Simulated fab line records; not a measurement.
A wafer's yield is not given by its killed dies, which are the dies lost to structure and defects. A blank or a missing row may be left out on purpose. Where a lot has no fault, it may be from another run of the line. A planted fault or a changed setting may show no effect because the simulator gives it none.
A struck lot beside a sound one | flow sky130 | 15 steps out of a route of 708
Sound: these wafers, L702.1, L702.2, L702.3. Struck: wafer L706.2 (L706.1, L706.6, from the same lot, were not struck and are left out); the cause is given at the end.
For every step that has rows: the tool of each side, followed by ch and its chambers, followed by its first start. Under that, the readings that differ: sound wafers | struck wafers | difference of the means | sigmas: that difference in standard deviations of wafers without a fault.
alike: a reading whose means differ by less than 2 such deviations, as well as words and numbers matching on both sides. not compared: withheld readings; readings where some wafer has no value; bounds like >300 that might hide an equal value; numbers whose values overlap and for which the record gives no deviation.
Wherever a step has rows on one side only, a row that says differs or no value, or a row with sigmas, the two part there. Numbers that have no deviation but don't overlap get no sigmas and don't part them. Lack of a reading on every wafer of one side parts them only where that side has two or more wafers.

first, 1 step without rows for these wafers: SKY_METAL1_DEVELOP_14 (develop time 60 s).
SKY_METAL1_CD_MEAS_15: target cd 140 nm.
  sound on cd sem-02, day 33 09:05; struck on cd sem-02, day 34 09:23
  alike: cd nm
SKY_METAL1_OVL_MEAS_16:
  sound on overlay-02, day 33 09:13; struck on overlay-01, day 34 09:31
  alike: METAL1_OVL
SKY_METAL1_DESCUM_17: chemistry O2, time 8 s.
  sound on rie metal-04 ch 0,1, day 33 09:15; struck on rie metal-01 ch 1, day 34 09:32
  reading               | sound             | struck | difference | sigmas
  oes product au (a.u.) | 0.998 1.020 1.018 | 0.985  | -0.027     | -2
  alike: drypump motor current A
  not compared: rf hours counter h
SKY_METAL1_ETCH_18: etches BARC in N2/H2, stops on SiO2, time 45.9 s, target depth 60 nm.
  sound on rie metal-04 ch 0,1, day 33 09:17; struck on rie metal-01 ch 1, day 34 09:34
  alike: drypump motor current A, oes product au, throttle valve pct
  not compared: rf hours counter h
SKY_METAL1_METAL_ETCH_19: etches the open film in Cl2/BCl3, stops on SiO2, target depth 360 nm, time 78 s.
  sound on rie metal-04 ch 0,1, day 33 09:20; struck on rie metal-01 ch 1, day 34 09:38
  alike: drypump motor current A, oes product au, throttle valve pct
  not compared: rf hours counter h
SKY_METAL1_STRIP_20: strips in O2/N2.
  sound on plasma asher-02 ch 0,1, day 33 09:26; struck on plasma asher-02 ch 0, day 34 09:44
  alike: drypump motor current A, oes product au, strip time to endpoint s
  not compared: rf hours counter h
then, 4 steps without rows for these wafers: SKY_METAL1_STRIP_21 (strips in post etch residue remover, time 1200 s); SKY_METAL1_CLEAN_22 (cleans in IPA, time 180 s); SKY_METAL1_CLEAN_23 (cleans in O3/DIW); SKY_VIA1_HDPCVD_00 (deposits SiO2, target thk 1030 nm, time 171.7 s).
SKY_VIA1_THK_MEAS_01:
  sound on film metro-01, day 33 10:09; struck on film metro-01, day 34 10:29
  alike: VIA1_HDPCVD_THK
SKY_VIA1_CMP_02: polishes SiO2.
  sound on cmp-02 ch 0,1,2, day 33 10:13; struck on cmp-01 ch 0, day 34 10:33
  reading          | sound             | struck | difference | sigmas
  platen rpm (rpm) | 60.00 60.04 60.01 | 53.97  | -6.05      | -99 or more
  alike: edge zone pressure frac, head pressure psi, motor current A
SKY_VIA1_BOW_MEAS_03:
  sound on film metro-02, day 33 10:31; struck on film metro-02, day 34 10:51
  alike: VIA1_BOW
-- the record jumps here: 13 days lie between the struck wafers' starts before and after (it left off in module VIA1 and takes up again in module PAD_OPEN, whose first step shown is number 708 of the route) --
SKY_PAD_OPEN_PROBE_99:
  sound on prober-02, day 46 06:20; struck on prober-01, day 47 00:59
  alike: defect limited yield, killed_at_M0_to_M3, killed_at_M4_up, killed at contacts, killed at front end, killed at other, killed dies, killed open, killed short, sort_bin_3_pad_short, sort_bin_5_function, sort_bin_6_memory, sort n pass, sort yield pct

WHERE THEY PART
First at SKY_METAL1_DESCUM_17; last, within this record, at SKY_VIA1_CMP_02. Later steps at which nothing parts them and some readings are alike: SKY_VIA1_BOW_MEAS_03, SKY_PAD_OPEN_PROBE_99.

WHY: what the simulator had put in
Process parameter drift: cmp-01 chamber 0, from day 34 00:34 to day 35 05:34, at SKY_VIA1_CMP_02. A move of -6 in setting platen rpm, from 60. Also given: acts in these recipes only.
